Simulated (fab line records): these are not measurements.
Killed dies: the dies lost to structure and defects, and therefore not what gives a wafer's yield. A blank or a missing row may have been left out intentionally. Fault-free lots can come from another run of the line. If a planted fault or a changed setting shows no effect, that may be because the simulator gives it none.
Check of tool commonality | flow gf180mcu | Lots sampled 13, wafers sampled 39

## REASON FOR OPENING
GF_PSD_RS_MEAS_14, reading NSD_RS: flagged on 2 of 13 lots. Fault-free wafers read 46.13 ohm/sq, with a standard deviation of 0.084.
Rule: a lot is flagged when every wafer of it that has a number lies more than 4 standard deviations from that mean, or none has a number. All remaining lots are regarded as sound.

lot  | measured     | on           | NSD_RS (ohm/sq), wafer by wafer | flag
L415 | day 14 05:35 | filmMetro-03 | 46.01 46.04 46.11               | 
L416 | day 14 07:43 | filmMetro-01 | 46.12 46.21 46.26               | 
L418 | day 15 17:25 | filmMetro-01 | 46.01 46.10 46.06               | 
L419 | day 15 22:19 | filmMetro-01 | 46.00 46.12 46.25               | 
L421 | day 16 12:36 | filmMetro-02 | 44.84 44.97 44.93               | FLAGGED
L422 | day 17 08:07 | filmMetro-02 | 44.70 44.76 44.77               | FLAGGED
L428 | day 18 17:32 | filmMetro-01 | 46.10 46.10 46.10               | 
L431 | day 19 23:14 | filmMetro-02 | 46.16 46.13 46.04               | 
L432 | day 20 10:28 | filmMetro-01 | 46.12 46.19 46.08               | 
L433 | day 20 10:44 | filmMetro-03 | 46.16 46.16 46.16               | 
L435 | day 21 06:40 | filmMetro-03 | 46.02 46.06 46.11               | 
L436 | day 21 18:19 | filmMetro-01 | 46.13 46.17 46.10               | 
L437 | day 22 01:14 | filmMetro-01 | 46.13 46.11 46.12               | 
Average over the flagged lots: 44.83 ohm/sq; offset from the usual -1.30 ohm/sq, equal to -15 standard deviations.

## LOT BY LOT: THE TOOL USED
The record holds 2 process steps before the reading, out of a route of 602 steps. Each cell gives the tool, then ch followed by the chambers the sampled wafers passed through, then the start.
lot  | flag    | GF_HV_LDD_RTA_52                | GF_PSD_RTA_13
L415 |         | rtpAnneal-02 ch 0, day 12 09:41 | rtpAnneal-01 ch 0, day 14 05:30
L416 |         | rtpAnneal-02 ch 0, day 12 11:29 | rtpAnneal-02 ch 0, day 14 07:38
L418 |         | rtpAnneal-02 ch 0, day 13 20:04 | rtpAnneal-01 ch 0, day 15 17:19
L419 |         | rtpAnneal-02 ch 0, day 14 00:34 | rtpAnneal-02 ch 0, day 15 22:14
L421 | FLAGGED | rtpAnneal-01 ch 0, day 14 13:59 | rtpAnneal-01 ch 0, day 16 12:30
L422 | FLAGGED | rtpAnneal-01 ch 0, day 15 07:35 | rtpAnneal-01 ch 0, day 17 08:02
L428 |         | rtpAnneal-01 ch 0, day 16 16:59 | rtpAnneal-02 ch 0, day 18 17:26
L431 |         | rtpAnneal-01 ch 0, day 17 18:14 | rtpAnneal-01 ch 0, day 19 23:09
L432 |         | rtpAnneal-02 ch 0, day 18 05:42 | rtpAnneal-02 ch 0, day 20 10:22
L433 |         | rtpAnneal-01 ch 0, day 18 07:16 | rtpAnneal-01 ch 0, day 20 10:40
L435 |         | rtpAnneal-01 ch 0, day 19 03:01 | rtpAnneal-01 ch 0, day 21 06:35
L436 |         | rtpAnneal-02 ch 0, day 19 14:28 | rtpAnneal-01 ch 0, day 21 18:13
L437 |         | rtpAnneal-02 ch 0, day 19 20:29 | rtpAnneal-01 ch 0, day 22 01:09
What is done by these steps:
- GF_HV_LDD_RTA_52: time 10 s.
- GF_PSD_RTA_13: time 20 s.
- GF_PSD_RS_MEAS_14: measures by four-point-probe.

## FLAGGED AGAINST TOTAL, ONE TOOL AT A TIME (gauges that did the reading follow at the end)
step              | tool         | lots run | flagged | share of the flagged lots | sound lots run after its first flagged lot
GF_HV_LDD_RTA_52  | rtpAnneal-01 | 6        | 2       | all                       | 4 (L428,L431,L433,L435)
GF_HV_LDD_RTA_52  | rtpAnneal-02 | 7        | 0       | none                      | -
GF_PSD_RTA_13     | rtpAnneal-01 | 9        | 2       | all                       | 5 (L431,L433,L435,L436,L437)
GF_PSD_RTA_13     | rtpAnneal-02 | 4        | 0       | none                      | -
GF_PSD_RS_MEAS_14 | filmMetro-01 | 7        | 0       | none                      | -
GF_PSD_RS_MEAS_14 | filmMetro-02 | 3        | 2       | all                       | 1 (L431)
GF_PSD_RS_MEAS_14 | filmMetro-03 | 3        | 0       | none                      | -

## WHAT IS ALLOWED BY THE TABLE
Rows of the table that ran every flagged lot, 3 in all: rtpAnneal-01 at GF_HV_LDD_RTA_52, rtpAnneal-01 at GF_PSD_RTA_13, filmMetro-02 at GF_PSD_RS_MEAS_14.
- rtpAnneal-01 at GF_HV_LDD_RTA_52: 2 of its 6 lots flagged. Sound lots followed the first flagged one (L428, L431, L433, L435) on it, something a lasting fault affecting the whole tool could not allow.
- rtpAnneal-01 at GF_PSD_RTA_13: 2 of its 9 lots flagged. Sound lots followed the first flagged one (L431, L433, L435, L436, L437) on it, something a lasting fault affecting the whole tool could not allow. Its own readings (wafer_temp_C_max) fall more than 4 standard deviations out on all wafers of the flagged lots.
- filmMetro-02 at GF_PSD_RS_MEAS_14: 2 of its 3 lots flagged. Sound lots followed the first flagged one (L431) on it, something a lasting fault affecting the whole tool could not allow.
There is no row in the table that ran each flagged lot and no sound lot after the first.

## WHAT WAS PUT IN BY THE SIMULATOR
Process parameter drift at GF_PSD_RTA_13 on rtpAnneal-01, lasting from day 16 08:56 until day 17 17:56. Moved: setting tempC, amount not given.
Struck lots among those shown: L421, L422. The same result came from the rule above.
